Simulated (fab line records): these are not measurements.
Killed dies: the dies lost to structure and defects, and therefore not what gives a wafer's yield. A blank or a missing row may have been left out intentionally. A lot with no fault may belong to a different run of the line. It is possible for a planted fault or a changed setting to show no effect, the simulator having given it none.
Struck lot and sound lot, side by side :: flow sky130 :: 18 steps out of a route of 708
Sound: the wafers L514.2, L514.5, L514.6. Struck: wafer L533.2. (L533.6 of the same lot was not struck and is left out.) The cause comes at the end.
At each step with rows: each side's tool, then ch and its chambers, then its first start. Under that, the readings that differ: sound wafers :: struck wafers :: difference of the means :: sigmas: that difference in standard deviations of wafers without a fault.
alike: readings whose means differ by less than 2 such deviations, and words and numbers that are the same on both sides. not compared: withheld readings, readings that some wafer has no value for, bounds like >300 that may hide the same value, and numbers for which the record gives no deviation and whose values overlap.
A row with sigmas, a row that says differs or no value, or rows on one side alone: a step with any of these is where the two part. When numbers do not overlap yet have no deviation, they are printed without sigmas and do not part them. A reading that every wafer of one side lacks parts them only if that side has two wafers or more.

first, 3 steps without rows for these wafers: SKY_VIA3_EXPOSE_09 (exposes mask VIM3, target cd 200 nm); SKY_VIA3_PEB_10; SKY_VIA3_DEVELOP_11 (develop time 60 s).
SKY_VIA3_CD_MEAS_12: the cd target is 200 nm.
  sound on cd sem-01 at day 39 19:25; struck on cd sem-01 at day 45 05:22
reading: cd nm (nm)
sound: 202.3 202.5 201.8
struck: 198.0
difference: -4.2
sigmas: -4
SKY_VIA3_OVL_MEAS_13:
  sound on overlay-02 at day 39 19:31; struck on overlay-02 at day 45 05:28
  alike: VIA3_OVL
SKY_VIA3_ETCH_14: etches BARC in N2/H2, stops on SiO2, time 45.9 s, target depth 60 nm.
  sound on rie diel-03 ch 0,2,3, day 39 19:33; struck on rie diel-02 ch 1, day 45 05:30
reading: throttle valve pct (%)
sound: 13.221 13.239 13.223
struck: 13.209
difference: -0.019
sigmas: -2
  alike: drypump motor current A, n2 flow sccm, oes product au
  not compared: rf hours counter h
SKY_VIA3_ETCH_15: etches SiO2 in C4F8/O2/Ar, stops on TiN, target depth 507 nm, time 78 s.
  sound on rie diel-03 ch 0,2,3, day 39 19:35; struck on rie diel-02 ch 1, day 45 05:32
  alike: oes product au
  not compared: rf hours counter h
SKY_VIA3_STRIP_16: strips in O2/N2.
  sound on plasma asher-01 ch 0,1, day 39 19:39; struck on plasma asher-02 ch 1, day 45 05:36
  alike: drypump motor current A, n2 flow sccm, oes product au, strip time to endpoint s
  not compared: rf hours counter h
then, 3 steps without rows for these wafers: SKY_VIA3_STRIP_17 (strips in post etch residue remover, time 1200 s); SKY_VIA3_CLEAN_18 (cleans in IPA, time 180 s); SKY_VIA3_CLEAN_19 (cleans in O3/DIW).
SKY_VIA3_SPUTTER_20: material TiN, target thk 20 nm, time 80 s.
  sound on pvd sputter-02 at day 39 20:15; struck on pvd sputter-04 at day 45 06:12
  alike: throttle valve pct
SKY_VIA3_CVD_21: deposits W, target thk 390 nm, time 117.31 s.
  sound on cvd w-01 ch 0,1, day 39 20:19; struck on cvd w-01 ch 0, day 45 06:16
reading: model.W_of_VIA3_CVD_21.thk nm (nm)
sound: 381.4 386 381.9
struck: 571.8
difference: +188.7
sigmas: 
  alike: heater power w
SKY_VIA3_RS_MEAS_22: measurement is done with a four-point probe.
  sound on film metro-03 at day 39 20:27; struck on film metro-03 at day 45 06:24
reading: VIA3_W_RS (ohm/sq)
sound: 0.301 0.297 0.300
struck: 0.200
difference: -0.099
sigmas: -16
SKY_VIA3_THK_MEAS_23: measures by xrf.
  sound on film metro-03 at day 39 20:34; struck on film metro-03 at day 45 06:31
reading: VIA3_W_THK (nm)
sound: 367 371 365
struck: 525
difference: +157
sigmas: +16
SKY_VIA3_CMP_24: polishes, stops on SiO2, t overpolish 20 s, target thk 0 nm.
  sound on cmp-01 ch 2,3, day 39 20:37; struck on cmp-01 ch 3, day 45 06:37
reading: time to endpoint s (s)
sound: 93 96 95
struck: 139
difference: +44
sigmas: +13
  alike: motor current A
SKY_METAL4_SPUTTER_00: material Ti, target thk 15 nm, time 10 s.
  sound on pvd sputter-04 at day 39 20:55; struck on pvd sputter-03 at day 45 06:52
  alike: throttle valve pct
-- the record jumps here: 5 days lie between the struck wafers' starts before and after (it left off in module METAL4 and takes up again in module PAD_OPEN, whose first step shown is number 708 of the route) --
SKY_PAD_OPEN_PROBE_99:
  sound on prober-02 at day 45 22:12; struck on prober-02 at day 50 09:04
  alike: defect limited yield, killed_at_M0_to_M3, killed_at_M4_up, killed at contacts, killed at front end, killed at other, killed dies, killed open, killed short, sort_bin_3_pad_short, sort_bin_5_function, sort_bin_6_memory, sort n pass, sort yield pct

== WHERE THEY PART ==
At SKY_VIA3_CD_MEAS_12 first; at SKY_VIA3_CMP_24 last (within this record only). Later steps at which nothing parts them and some readings are alike: SKY_METAL4_SPUTTER_00, SKY_PAD_OPEN_PROBE_99.

WHY: what the simulator had put in
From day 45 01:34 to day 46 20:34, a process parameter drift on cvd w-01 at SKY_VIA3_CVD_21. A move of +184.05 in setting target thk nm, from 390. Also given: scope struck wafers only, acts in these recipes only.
